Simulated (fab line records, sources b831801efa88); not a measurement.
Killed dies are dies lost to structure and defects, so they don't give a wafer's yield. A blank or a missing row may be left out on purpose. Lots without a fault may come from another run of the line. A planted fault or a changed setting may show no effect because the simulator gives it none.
fab line records | flow sky130
record lots=6 wafers=18 last_day=50
route steps=708 shown FIELD_ISO@6 PAD_OPEN@708
lots that met no fault: from a run of the same line without faults
start_h: hours from the record's first day to the start of the lot's first wafer shown | wait_h: hours since the lot's step before | " the same as in the row above | L1.1+2: a row that stands for several wafers | - no value, or no start given | * or withheld: withheld | < > ~ a bound
route shown NAME@n: a module of which the file shows steps, and the number in the route of the first | usual: mean/standard deviation of fault-free wafers | same: alike in all rows | chamber/n: place in a boat | sites: the reading at each site | _std_site: their standard deviation | _edge_site: outer sites' mean less inner sites' | radius_mm: how far each site lies from the wafer's centre | mask NAME#n: copy n | behind: the tool/chamber that last shaped the wafer | hold: why the lot was held/for how many hours/how that ended | device: the transistor (n, p or np) that didn't switch | end of line: the same wafers' tests at the end of the route | a step without rows: its recipe alone | killed: dies lost to structure and defects at the first sort, not the wafer's yield | map: a wafer's dies, x killed, . not, _ none there
set.NAME: the setting as run; set.NAME@STEP: as run at that earlier step | model.NAME: the simulator's own value behind a step, which no gauge read
lots at some steps of the route; a table a step, a row a wafer
services: from which hour (start_h, from the record's first day; less than 0 if before it) a tool's chamber was out of use, for how many hours, and why
## steps
# step SKY_FIELD_ISO_DEHYDRATE_05
# recipe temp_c=200 time_s=60
# step SKY_FIELD_ISO_HMDS_06
# recipe prime_time_s=60 prime_temp_c=120
# step SKY_FIELD_ISO_COAT_07
# recipe resist=BARC temp_c=withheld time_s=withheld spin_rpm=3000 resist_thk_nm=60
# step SKY_FIELD_ISO_COAT_08
# recipe resist=KrF-thick spin_rpm=3000 resist_thk_nm=450
# step SKY_FIELD_ISO_SOFTBAKE_09
# recipe temp_c=100 time_s=90 resist=KrF-thick
# step SKY_FIELD_ISO_EXPOSE_10
# recipe mask_id=FOM na=0.68 source_shape=annular sigma_inner=0.4 sigma_outer=0.8 target_cd_nm=150 dose_mj=28
# step SKY_FIELD_ISO_PEB_11
# recipe peb_temp_c=withheld peb_time_s=withheld resist=KrF-thick
# step SKY_FIELD_ISO_DEVELOP_12
# recipe develop_time_s=60 resist=KrF-thick dev_temp_c=21
# step SKY_FIELD_ISO_CD_MEAS_13
# recipe target_cd_nm=150
# usual cd_nm=150.6/1.6
# columns lot.wafer tool chamber start_h wait_h cd_nm
L932.1 cd_sem-01 - 50.11 - 151.5
L932.4 " - " " 151.1
L932.6 " - " " 151.4
L936.2 cd_sem-01 - 70.33 - 151.0
L936.5 " - " " 149.7
L936.6 " - " " 152.6
L937.2 cd_sem-01 - 75.13 - 150.2
L937.4 " - " " 150.8
L937.6 " - " " 150.9
L946.3 cd_sem-02 - 127.22 - 149.1
L946.4 " - " " 150.2
L946.6 " - " " 151.7
L947.1 cd_sem-02 - 134.00 - 153.1
L947.3 " - " " 153.3
L947.4 " - " " 152.4
L949.1 cd_sem-02 - 138.93 - 150.5
L949.2 " - " " 150.1
L949.5 " - " " 147.8
# step SKY_FIELD_ISO_ETCH_14
# recipe chemistry=N2/H2 target=BARC ion_energy_ev=200 source_w=500 bias_w=100 pressure_mtorr=30 n2_flow_sccm=100 h2_flow_sccm=200 stop_on=SiO2 time_s=45.9 target_depth_a=600
# usual bias_w=100.00/0.3 drypump_motor_current_A=5.7/0.64 oes_product_au=0.854/0.0046 throttle_valve_pct=13.224/0.009
# columns lot.wafer tool chamber start_h wait_h bias_w drypump_motor_current_A oes_product_au rf_hours_counter_h throttle_valve_pct
L932.1 rie_diel-03 1 50.23 0.1 99.74 5.3 0.857 66 13.246
L932.4 " 3 " " 100.55 4.9 0.856 61 13.214
L932.6 " 3 " " 100.52 4.9 0.862 - 13.221
L936.2 rie_diel-03 3 70.43 0.1 99.52 4.9 0.849 62 13.213
L936.5 " 0 " " 100.29 4.8 0.854 - 13.223
L936.6 " 2 " " 99.65 6.7 0.847 - 13.236
L937.2 rie_diel-02 3 75.23 0.1 100.26 6.2 0.856 18 13.218
L937.4 " 1 " " 99.22 5.2 0.852 89 13.219
L937.6 " 1 " " 99.55 5.2 0.853 - 13.225
L946.3 rie_diel-03 1 127.30 0.1 99.90 5.4 0.847 67 13.219
L946.4 " 3 " " 100.04 4.9 0.843 63 13.233
L946.6 " 1 " " 99.96 5.4 0.847 - 13.225
L947.1 rie_diel-04 1 134.12 0.1 100.04 5.6 0.855 105 13.229
L947.3 " 3 " " 99.99 6.1 0.854 14 13.240
L947.4 " 2 " " 99.79 5.7 0.857 1 13.224
L949.1 rie_diel-04 1 139.05 0.1 100.29 5.6 0.851 105 13.222
L949.2 " 3 " " 99.98 6.2 0.856 14 13.213
L949.5 " 0 " " 99.96 6.3 0.851 - 13.218
# step SKY_FIELD_ISO_ETCH_15
# recipe chemistry=CHF3/O2 target_depth_nm=180 stop_on=Si source_w=600 bias_w=200 pressure_mtorr=40 chf3_flow_sccm=50 O2_flow_sccm=5 time_s=72
# usual bias_w=199.9/0.62 drypump_motor_current_A=5.7/0.64 oes_product_au=0.945/0.0069 throttle_valve_pct=8.843/0.0094
# columns lot.wafer tool chamber start_h wait_h bias_w drypump_motor_current_A oes_product_au rf_hours_counter_h throttle_valve_pct
L932.1 rie_diel-03 1 50.28 0.0 199.5 5.4 0.952 66 8.851
L932.4 " 3 " " 200.2 4.9 0.947 61 8.845
L932.6 " 3 " " 199.1 4.9 0.947 - 8.845
L936.2 rie_diel-03 3 70.48 0.0 200.3 4.9 0.955 62 8.835
L936.5 " 0 " " 199.5 4.9 0.953 - 8.823
L936.6 " 2 " " 199.4 6.7 0.951 - 8.845
L937.2 rie_diel-02 3 75.28 0.0 198.1 6.2 0.949 18 8.842
L937.4 " 1 " " 201.0 5.2 0.948 90 8.848
L937.6 " 1 " " 200.2 5.2 0.952 - 8.854
L946.3 rie_diel-03 1 127.34 0.0 200.7 5.4 0.945 67 8.839
L946.4 " 3 " " 200.2 4.9 0.942 63 8.837
L946.6 " 1 " " 199.9 5.4 0.947 - 8.849
L947.1 rie_diel-04 1 134.16 0.0 198.7 5.5 0.951 105 8.844
L947.3 " 3 " " 199.9 6.2 0.945 14 8.845
L947.4 " 2 " " 200.5 5.7 0.949 1 8.837
L949.1 rie_diel-04 1 139.09 0.0 200.3 5.6 0.932 105 8.833
L949.2 " 3 " " 199.2 6.2 0.945 14 8.832
L949.5 " 0 " " 199.8 6.3 0.937 - 8.842
# step SKY_FIELD_ISO_STRIP_16
# recipe chemistry=O2/N2 power_w=1400 pressure_mtorr=1500 platen_temp_c=withheld o2_flow_sccm=3000 n2_flow_sccm=300 overash_fraction=0.5
# usual drypump_motor_current_A=5.61/0.25 oes_product_au=0.379/0.0053 strip_time_to_endpoint_s=3.57/0.036
# columns lot.wafer tool chamber start_h wait_h drypump_motor_current_A oes_product_au rf_hours_counter_h strip_time_to_endpoint_s
L932.1 plasma_asher-02 0 50.33 0.0 5.41 0.370 35 3.52
L932.4 " 0 " " 5.43 0.380 - 3.61
L932.6 " 1 " " 5.56 0.390 - 3.60
L936.2 plasma_asher-01 1 70.53 0.0 6.02 0.375 42 3.56
L936.5 " 1 " " 6.02 0.374 - 3.59
L936.6 " 0 " " 5.56 0.375 - 3.53
L937.2 plasma_asher-04 1 75.33 0.0 5.25 0.385 38 3.53
L937.4 " 1 " " 5.26 0.375 - 3.58
L937.6 " 1 " " 5.26 0.376 - 3.54
L946.3 plasma_asher-01 1 127.43 0.1 6.06 0.370 - 3.49
L946.4 " 0 " " 5.56 0.381 - 3.58
L946.6 " 1 " " 6.07 0.369 - 3.50
L947.1 plasma_asher-04 0 134.22 0.0 5.76 0.377 44 3.62
L947.3 " 0 " " 5.72 0.381 - 3.55
L947.4 " 1 " " 5.26 0.381 - 3.54
L949.1 plasma_asher-02 1 139.15 0.0 5.58 0.387 2 3.63
L949.2 " 0 " " 5.43 0.381 2 3.57
L949.5 " 0 " " 5.43 0.377 - 3.59
# step SKY_FIELD_ISO_ETCH_17
# recipe target_depth_a=3420 mask_material=Si3N4 chemistry=HBr/Cl2/O2 target=Si taper_deg=5 icp_w=600 bias_w=150 pressure_mtorr=15 HBr_flow_sccm=150 Cl2_flow_sccm=40 O2_flow_sccm=6 time_s=97.7
# usual HBr_flow_sccm=150.0/0.46 bias_w=150.0/0.46 drypump_motor_current_A=5.4/0.4 oes_product_au=1.007/0.011 throttle_valve_pct=25.651/0.011
# columns lot.wafer tool chamber start_h wait_h HBr_flow_sccm bias_w drypump_motor_current_A oes_product_au rf_hours_counter_h throttle_valve_pct
L932.1 rie_si-02 2 50.43 0.1 150.5 150.2 5.3 1.004 149 25.671
L932.4 " 3 " " 149.7 149.6 5.2 0.993 79 25.654
L932.6 " 0 " " 150.0 150.2 5.6 1.011 - 25.650
L936.2 rie_si-02 1 70.63 0.1 150.3 150.4 5.5 1.023 72 25.657
L936.5 " 1 " " 150.3 150.2 5.5 1.009 - 25.655
L936.6 " 0 " " 150.1 149.4 5.6 1.008 - 25.645
L937.2 rie_si-02 0 75.43 0.1 150.7 150.1 5.7 1.010 100 25.655
L937.4 " 1 " " 149.9 150.7 5.4 1.017 73 25.639
L937.6 " 1 " " 150.1 149.8 5.4 1.015 - 25.638
L946.3 rie_si-02 1 127.50 0.0 150.9 164.9 5.5 1.023 73 25.641
L946.4 " 0 " " 149.9 149.8 5.7 1.025 100 25.661
L946.6 " 2 " " 149.3 150.0 5.3 1.016 - 25.638
L947.1 rie_si-02 3 134.32 0.1 150.0 150.6 5.2 0.991 80 25.662
L947.3 " 1 " " 149.7 164.8 5.5 1.022 73 25.647
L947.4 " 2 " " 149.6 150.4 5.3 1.011 0 25.660
L949.1 rie_si-01 0 139.25 0.1 149.3 149.6 5.4 1.010 94 25.649
L949.2 " 2 " " 149.5 150.5 4.8 1.001 84 25.661
L949.5 " 0 " " 151.0 149.5 5.5 1.016 - 25.650
# step SKY_FIELD_ISO_WET_ETCH_18
# recipe chemistry=H3PO4 target_depth_nm=25 temp_c=160 target=Si3N4 time_s=286
# step SKY_PAD_OPEN_PROBE_99
# usual killed_at_M0_to_M3=44/6 killed_at_M4_up=2.9/1.5 killed_at_contacts=24/4.9 killed_at_front_end=16/4.3 killed_at_other=0.3/0.54 killed_dies=87/8.7 killed_open=48/6.7 killed_short=39/5.9
# same gross_dies=492 killed_at_back_side=0
# columns lot.wafer tool chamber start_h wait_h killed_at_M0_to_M3 killed_at_M4_up killed_at_contacts killed_at_front_end killed_at_other killed_dies killed_open killed_short
L949.1 prober-01 - 1191.04 0.1 48 2 18 10 0 78 34 44
L949.2 prober-01 - 1191.09 0.1 50 5 19 22 0 96 56 40
L949.5 prober-01 - 1191.24 0.2 52 3 20 13 1 89 54 35
# killed by level:class
L949.1 VIA1:geometric_particle:open=9 VIA1:geometric_particle:short=7 METAL2:geometric_particle:short=7 VIA3:geometric_particle:open=6 LI_CONTACT:geometric_particle:open=6 METAL3:geometric_particle:short=5 CONTACT:geometric_particle:open=4 VIA2:geometric_particle:short=4
L949.2 VIA1:geometric_particle:open=10 LI_CONTACT:geometric_particle:open=9 VIA2:geometric_particle:open=8 VIA3:geometric_particle:open=7 FIELD_ISO:geometric_particle:short=6 CONTACT:geometric_particle:open=6 VIA3:geometric_particle:short=6 FIELD_ISO:geometric_particle:open=5
L949.5 VIA1:geometric_particle:open=13 VIA3:geometric_particle:open=12 LI_CONTACT:geometric_particle:open=8 METAL1:geometric_particle:short=6 CONTACT:geometric_particle:open=5 VIA1:geometric_particle:short=5 VIA2:geometric_particle:open=5 FIELD_ISO:geometric_particle:short=4
## services
# columns tool chamber start_h hours kind
rie_diel-02 1 32.89 19.4 repair
plasma_asher-02 - 33.49 1.4 repair
rie_diel-04 2 33.51 - clean
rie_diel-04 2 33.51 17.4 scheduled_down
rie_diel-04 2 33.51 17.4 vent_cycle
rie_si-01 1 46.27 1.1 repair
rie_diel-03 1 64.20 8.0 repair
rie_si-02 2 84.63 - clean
rie_si-02 2 84.63 30.3 scheduled_down
rie_si-02 2 84.63 30.3 vent_cycle
rie_diel-04 3 97.70 2.9 repair
rie_si-02 3 103.70 15.0 repair
rie_si-02 1 105.32 6.7 repair
plasma_asher-02 - 108.75 9.0 pm
plasma_asher-02 0 108.75 9.0 vent_cycle
plasma_asher-02 1 108.75 9.0 vent_cycle
rie_diel-04 3 113.16 3.0 repair
plasma_asher-02 0 117.75 - clean
plasma_asher-02 1 117.75 - clean
rie_diel-04 - 135.40 2.8 pm
## key
first_sign step=SKY_FIELD_ISO_ETCH_17 reading=bias_w direction=up sigmas=32 usual=150.0 struck=164.8
effect none on later readings
met_at SKY_FIELD_ISO_ETCH_17
struck_wafers L946.3,L947.3
tester_left_out L946,L947
onset_between 75.43 127.50
fault kind=process_parameter_drift tool=rie_si-02 chamber=1 onset_h=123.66 steps=SKY_FIELD_ISO_ETCH_17 channel=bias_w offset=14.886 shape=step end_h=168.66 acts_in=these_recipes_only stated=150
# tester_left_out: of these lots the tester's yield and bins aren't shown, on N5 and GAA mostly nor the transistor test; their killed dies are dies lost to structure and defects alone, not to doping, threshold or leakage, so they don't give the yield
